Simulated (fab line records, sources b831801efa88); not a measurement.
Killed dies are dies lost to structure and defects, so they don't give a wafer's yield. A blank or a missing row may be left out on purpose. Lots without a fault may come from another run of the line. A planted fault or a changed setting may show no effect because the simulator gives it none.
fab line records | flow sky130
record lots=12 wafers=36 last_day=50
route steps=708 shown LDD_P@259 LDD_HVP@288 CONTACT@409 METAL1@439 PAD_OPEN@708
lots that met no fault: from a run of the same line without faults
start_h: hours from the record's first day to the start of the lot's first wafer shown | wait_h: hours since the lot's step before | " the same as in the row above | L1.1+2: a row that stands for several wafers | - no value, or no start given | * or withheld: withheld | < > ~ a bound
route shown NAME@n: a module of which the file shows steps, and the number in the route of the first | usual: mean/standard deviation of fault-free wafers | same: alike in all rows | chamber/n: place in a boat | sites: the reading at each site | _std_site: their standard deviation | _edge_site: outer sites' mean less inner sites' | radius_mm: how far each site lies from the wafer's centre | mask NAME#n: copy n | behind: the tool/chamber that last shaped the wafer | hold: why the lot was held/for how many hours/how that ended | device: the transistor (n, p or np) that didn't switch | end of line: the same wafers' tests at the end of the route | a step without rows: its recipe alone | killed: dies lost to structure and defects at the first sort, not the wafer's yield | map: a wafer's dies, x killed, . not, _ none there
set.NAME: the setting as run; set.NAME@STEP: as run at that earlier step | model.NAME: the simulator's own value behind a step, which no gauge read
steps of the route over a sample of lots; a table a step, a row a wafer
services: from which hour (start_h, from the record's first day; less than 0 if before it) a tool's chamber was out of use, for how many hours, and why
## steps
# step SKY_LDD_P_EXPOSE_04
# recipe mask_id=PSDM na=0.6 source_shape=conventional sigma_outer=0.6 polarization=unpolarized target_cd_nm=380 dose_mj=138
# columns lot.wafer tool chamber start_h wait_h mask
L205.2+5+6 iline_stepper-01 0 441.19 - PSDM#0
L209.2+3+4 iline_stepper-02 0 468.59 - PSDM#0
L210.1+3+6 iline_stepper-01 0 473.84 - PSDM#0
L213.3+4+6 iline_stepper-02 0 509.53 - PSDM#0
L214.2+4+6 iline_stepper-02 0 510.46 - PSDM#0
L216.2+4+6 iline_stepper-02 0 526.96 - PSDM#0
L218.1+2+3 iline_stepper-01 0 562.37 - HVPTM#0
L222.1+3+4 iline_stepper-01 0 584.97 - PSDM#0
L221.1+2+4 iline_stepper-01 0 589.14 - PSDM#0
L224.2+3+6 iline_stepper-01 0 599.94 - PSDM#0
L225.3+4+5 iline_stepper-02 0 616.43 - PSDM#0
L226.1+2+5 iline_stepper-01 0 618.42 - PSDM#0
# step SKY_LDD_P_CD_MEAS_07
# recipe target_cd_nm=380
# usual cd_nm=379.7/2.3
# columns lot.wafer tool chamber start_h wait_h cd_nm
L205.2 cd_sem-01 - 455.99 0.1 383.4
L205.5 " - " " 381.5
L205.6 " - " " 381.4
L209.2 cd_sem-02 - 482.42 0.1 378.2
L209.3 " - " " 382.7
L209.4 " - " " 381.6
L210.1 cd_sem-01 - 487.95 0.1 382.3
L210.3 " - " " 382.5
L210.6 " - " " 379.8
L213.3 cd_sem-01 - 524.01 0.1 380.9
L213.4 " - " " 378.5
L213.6 " - " " 380.4
L214.2 cd_sem-01 - 524.71 0.1 380.6
L214.4 " - " " 383.1
L214.6 " - " " 380.4
L216.2 cd_sem-02 - 542.01 0.1 382.6
L216.4 " - " " 380.1
L216.6 " - " " 379.4
L218.1 cd_sem-01 - 577.05 0.1 -
L218.2 " - " " -
L218.3 " - " " -
L222.1 cd_sem-01 - 598.90 0.1 381.9
L222.3 " - " " 378.4
L222.4 " - " " 377.6
L221.1 cd_sem-01 - 603.47 0.1 380.7
L221.2 " - " " 381.4
L221.4 " - " " 378.6
L224.2 cd_sem-02 - 613.59 0.1 380.0
L224.3 " - " " 378.9
L224.6 " - " " 379.0
L225.3 cd_sem-02 - 630.86 0.1 380.5
L225.4 " - " " 379.7
L225.5 " - " " 379.2
L226.1 cd_sem-01 - 632.50 0.1 375.8
L226.2 " - " " 378.3
L226.5 " - " " 376.9
# step SKY_LDD_P_TW_MEAS_11
# usual LDD_P_TW=644/7.3
# columns lot.wafer tool chamber start_h wait_h LDD_P_TW
L205.2 film_metro-03 - 456.38 0.1 641
L205.5 " - " " 644
L205.6 " - " " 643
L209.2 film_metro-04 - 482.82 0.1 652
L209.3 " - " " 650
L209.4 " - " " 650
L210.1 film_metro-02 - 488.36 0.1 642
L210.3 " - " " 639
L210.6 " - " " 636
L213.3 film_metro-04 - 524.39 0.1 649
L213.4 " - " " 645
L213.6 " - " " 647
L214.2 film_metro-03 - 525.11 0.1 646
L214.4 " - " " 643
L214.6 " - " " 641
L216.2 film_metro-03 - 542.41 0.1 640
L216.4 " - " " 639
L216.6 " - " " 635
L218.1 film_metro-04 - 577.46 0.1 31
L218.2 " - " " 31
L218.3 " - " " 31
L222.1 film_metro-03 - 599.31 0.1 645
L222.3 " - " " 643
L222.4 " - " " 644
L221.1 film_metro-03 - 603.87 0.1 638
L221.2 " - " " 641
L221.4 " - " " 639
L224.2 film_metro-04 - 613.98 0.1 654
L224.3 " - " " 652
L224.6 " - " " 649
L225.3 film_metro-02 - 631.24 0.1 632
L225.4 " - " " 629
L225.5 " - " " 634
L226.1 film_metro-03 - 632.91 0.1 639
L226.2 " - " " 639
L226.5 " - " " 636
# step SKY_LDD_HVP_TW_MEAS_10
# usual LDD_HVP_TW=456/8.3
# columns lot.wafer tool chamber start_h wait_h LDD_HVP_TW
L205.2 film_metro-01 - 517.46 0.1 446
L205.5 " - " " 443
L205.6 " - " " 447
L209.2 film_metro-01 - 543.06 0.1 446
L209.3 " - " " 449
L209.4 " - " " 448
L210.1 film_metro-01 - 548.54 0.1 445
L210.3 " - " " 447
L210.6 " - " " 446
L213.3 film_metro-01 - 585.12 0.1 448
L213.4 " - " " 448
L213.6 " - " " 446
L214.2 film_metro-01 - 585.41 0.1 447
L214.4 " - " " 449
L214.6 " - " " 446
L216.2 film_metro-03 - 601.90 0.1 460
L216.4 " - " " 458
L216.6 " - " " 461
L218.1 film_metro-03 - 635.29 0.1 703
L218.2 " - " " 707
L218.3 " - " " 704
L222.1 film_metro-03 - 656.70 0.1 460
L222.3 " - " " 460
L222.4 " - " " 457
L221.1 film_metro-01 - 660.95 0.1 445
L221.2 " - " " 445
L221.4 " - " " 444
L224.2 film_metro-01 - 672.35 0.1 448
L224.3 " - " " 445
L224.6 " - " " 447
L225.3 film_metro-03 - 687.12 0.1 462
L225.4 " - " " 461
L225.5 " - " " 465
L226.1 film_metro-03 - 689.25 0.1 464
L226.2 " - " " 462
L226.5 " - " " 461
# step SKY_CONTACT_THK_MEAS_03
# recipe reads=SiO2_of_CONTACT_HDPCVD_02
# usual CONTACT_HDPCVD_THK=568/6.7
# columns lot.wafer tool chamber start_h wait_h CONTACT_HDPCVD_THK[nm]
L205.2 film_metro-01 - 726.03 0.0 562
L205.5 " - " " 561
L205.6 " - " " 567
L209.2 film_metro-01 - 749.53 0.0 558
L209.3 " - " " 568
L209.4 " - " " 560
L210.1 film_metro-02 - 755.76 0.0 569
L210.3 " - " " 568
L210.6 " - " " 571
L214.2 film_metro-01 - 788.12 0.0 588
L214.4 " - " " 575
L214.6 " - " " 584
L213.3 film_metro-02 - 789.27 0.1 564
L213.4 " - " " 572
L213.6 " - " " 574
L216.2 film_metro-03 - 815.31 0.0 563
L216.4 " - " " 556
L216.6 " - " " 560
L218.1 film_metro-01 - 832.94 0.0 570
L218.2 " - " " 574
L218.3 " - " " 568
L222.1 film_metro-01 - 853.29 0.0 567
L222.3 " - " " 575
L222.4 " - " " 568
L221.1 film_metro-01 - 858.58 0.0 571
L221.2 " - " " 578
L221.4 " - " " 569
L224.2 film_metro-01 - 870.00 0.0 565
L224.3 " - " " 565
L224.6 " - " " 564
L225.3 film_metro-02 - 882.09 0.1 573
L225.4 " - " " 570
L225.5 " - " " 560
L226.1 film_metro-01 - 886.02 0.0 573
L226.2 " - " " 560
L226.5 " - " " 570
# step SKY_CONTACT_RS_MEAS_25
# recipe thk_meas_gauge=four-point-probe reads=W_of_CONTACT_CVD_24+TiN_of_CONTACT_SPUTTER_23
# usual CONTACT_W_RS=0.338/0.0044
# columns lot.wafer tool chamber start_h wait_h CONTACT_W_RS[ohm/sq]
L205.2 film_metro-01 - 756.04 0.1 0.337
L205.5 " - " " 0.340
L205.6 " - " " 0.341
L209.2 film_metro-01 - 778.24 0.1 0.334
L209.3 " - " " 0.334
L209.4 " - " " 0.334
L210.1 film_metro-02 - 783.92 0.1 0.339
L210.3 " - " " 0.339
L210.6 " - " " 0.332
L214.2 film_metro-02 - 815.60 0.1 0.332
L214.4 " - " " 0.335
L214.6 " - " " 0.337
L213.3 film_metro-03 - 817.87 0.1 0.345
L213.4 " - " " 0.344
L213.6 " - " " 0.347
L216.2 film_metro-02 - 842.72 0.1 0.343
L216.4 " - " " 0.339
L216.6 " - " " 0.341
L218.1 film_metro-02 - 861.37 0.1 0.337
L218.2 " - " " 0.329
L218.3 " - " " 0.336
L222.1 film_metro-03 - 880.57 0.1 0.341
L222.3 " - " " 0.342
L222.4 " - " " 0.342
L221.1 film_metro-03 - 885.31 0.1 0.334
L221.2 " - " " 0.333
L221.4 " - " " 0.333
L224.2 film_metro-03 - 897.29 0.1 0.334
L224.3 " - " " 0.334
L224.6 " - " " 0.332
L225.3 film_metro-02 - 908.61 0.1 0.334
L225.4 " - " " 0.331
L225.5 " - " " 0.337
L226.1 film_metro-03 - 912.53 0.1 0.338
L226.2 " - " " 0.338
L226.5 " - " " 0.335
# step SKY_METAL1_RS_MEAS_05
# recipe thk_meas_gauge=four-point-probe reads=TiN_of_METAL1_SPUTTER_04+Ti_of_METAL1_SPUTTER_03+AlCu_of_METAL1_SPUTTER_02+TiN_of_METAL1_SPUTTER_01+Ti_of_METAL1_SPUTTER_00
# usual METAL1_ALCU_RS=0.1266/0.0016
# columns lot.wafer tool chamber start_h wait_h METAL1_ALCU_RS[ohm/sq]
L205.2 film_metro-02 - 756.66 0.0 0.1244
L205.5 " - " " 0.1252
L205.6 " - " " 0.1269
L209.2 film_metro-02 - 778.86 0.0 0.1274
L209.3 " - " " 0.1266
L209.4 " - " " 0.1260
L210.1 film_metro-03 - 784.54 0.0 0.1239
L210.3 " - " " 0.1294
L210.6 " - " " 0.1232
L214.2 film_metro-02 - 816.22 0.0 0.1289
L214.4 " - " " 0.1281
L214.6 " - " " 0.1300
L213.3 film_metro-03 - 818.49 0.1 0.1276
L213.4 " - " " 0.1261
L213.6 " - " " 0.1263
L216.2 film_metro-02 - 843.34 0.0 0.1250
L216.4 " - " " 0.1238
L216.6 " - " " 0.1247
L218.1 film_metro-04 - 861.99 0.0 0.1266
L218.2 " - " " 0.1274
L218.3 " - " " 0.1267
L222.1 film_metro-03 - 881.34 0.0 0.1288
L222.3 " - " " 0.1279
L222.4 " - " " 0.1243
L221.1 film_metro-04 - 885.93 0.0 0.1229
L221.2 " - " " 0.1275
L221.4 " - " " 0.1276
L224.2 film_metro-04 - 897.91 0.0 0.1290
L224.3 " - " " 0.1230
L224.6 " - " " 0.1291
L225.3 film_metro-03 - 909.23 0.1 0.1264
L225.4 " - " " 0.1254
L225.5 " - " " 0.1256
L226.1 film_metro-04 - 913.15 0.0 0.1247
L226.2 " - " " 0.1254
L226.5 " - " " 0.1248
# step SKY_PAD_OPEN_PROBE_99
# usual killed_at_M0_to_M3=45/7.5 killed_at_M4_up=2.8/1.9 killed_at_contacts=25/5.5 killed_at_front_end=14/4 killed_at_other=0.3/0.75 killed_dies=87/9.4 killed_on_rim=17/3.8 killed_open=47/6.6 killed_short=39/6.6
# same gross_dies=492 killed_at_back_side=0
# columns lot.wafer tool chamber start_h wait_h killed_at_M0_to_M3 killed_at_M4_up killed_at_contacts killed_at_front_end killed_at_other killed_dies killed_on_rim killed_open killed_short
L218.1 prober-01 - 1171.23 0.1 35 1 28 428 0 492 96 51 32
L218.2 prober-01 - 1171.28 0.1 55 5 31 401 0 492 96 64 39
L218.3 prober-01 - 1171.33 0.2 51 2 29 410 0 492 96 47 47
L222.1 prober-01 - 1184.88 0.1 45 2 24 12 0 83 19 49 34
L222.3 prober-01 - 1184.98 0.2 57 1 26 12 0 96 21 62 34
L222.4 prober-01 - 1185.03 0.2 39 1 23 15 0 78 13 45 33
# killed by level:class
L218.1 LDD_P:area_expose=409 LI_CONTACT:geometric_particle:open=8 FIELD_ISO:geometric_particle:open=7 CONTACT:geometric_particle:open=7 VIA1:geometric_particle:open=6 VIA2:geometric_particle:open=5 LOCAL_INTERCONNECT:geometric_particle:short=5 CONTACT:geometric_particle:short=4
L218.2 LDD_P:area_expose=389 VIA1:geometric_particle:open=12 CONTACT:geometric_particle:open=12 VIA2:geometric_particle:open=10 VIA1:geometric_particle:short=9 LI_CONTACT:geometric_particle:open=6 POLY_GATE:geometric_particle:open=4 LOCAL_INTERCONNECT:geometric_particle:short=4
L218.3 LDD_P:area_expose=398 VIA1:geometric_particle:open=11 LI_CONTACT:geometric_particle:open=8 CONTACT:geometric_particle:short=8 METAL1:geometric_particle:short=8 VIA1:geometric_particle:short=8 METAL2:geometric_particle:short=8 CONTACT:geometric_particle:open=7
L222.1 VIA1:geometric_particle:open=10 CONTACT:geometric_particle:open=10 VIA1:geometric_particle:short=8 CONTACT:geometric_particle:short=6 METAL2:geometric_particle:short=6 FIELD_ISO:geometric_particle:open=5 POLY_GATE:geometric_particle:open=5 METAL1:geometric_particle:short=5
L222.3 VIA1:geometric_particle:open=21 VIA3:geometric_particle:open=11 VIA1:geometric_particle:short=9 LI_CONTACT:geometric_particle:open=8 CONTACT:geometric_particle:open=7 POLY_GATE:geometric_particle:open=5 CONTACT:geometric_particle:short=4 LOCAL_INTERCONNECT:geometric_particle:short=4
L222.4 CONTACT:geometric_particle:open=11 VIA1:geometric_particle:open=10 VIA2:geometric_particle:open=6 POLY_GATE:geometric_particle:open=5 LI_CONTACT:geometric_particle:short=5 METAL1:geometric_particle:short=5 VIA3:geometric_particle:open=5 POLY_GATE:geometric_particle:short=4
## services
# columns tool chamber start_h hours kind
iline_stepper-02 - 437.48 1.7 pm
iline_stepper-02 - 459.57 2.1 pm
iline_stepper-02 - 461.66 - consumable_replace:lamp
iline_stepper-02 - 471.49 5.6 repair
iline_stepper-01 - 512.78 1.7 pm
## key
first_sign step=SKY_LDD_P_EXPOSE_04 reading=mask direction=changed
effect step=SKY_LDD_P_CD_MEAS_07 reading=cd_nm direction=missing
effect step=SKY_LDD_P_TW_MEAS_11 reading=LDD_P_TW direction=down sigmas=84 usual=644 struck=31
effect step=SKY_LDD_HVP_TW_MEAS_10 reading=LDD_HVP_TW direction=up sigmas=30 usual=456 struck=705
effect step=SKY_PAD_OPEN_PROBE_99 reading=killed_at_front_end direction=up sigmas=99+ usual=14 struck=413
more_kills_born_at SKY_LDD_P_EXPOSE_04@iline_stepper-01=1196
met_at SKY_LDD_P_EXPOSE_04
struck_lots L218
tester_left_out L218
not_acting_at SKY_CONTACT_THK_MEAS_03,SKY_CONTACT_RS_MEAS_25,SKY_METAL1_RS_MEAS_05
onset_between 473.84 562.37
fault kind=wrong_mask tool=any chamber=- onset_h=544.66 steps=SKY_LDD_P_EXPOSE_04 aux_copy=HVPTM#0 scope=struck_lots_only
# tester_left_out: of these lots the tester's yield and bins aren't shown, on N5 and GAA mostly nor the transistor test; their killed dies are dies lost to structure and defects alone, not to doping, threshold or leakage, so they don't give the yield
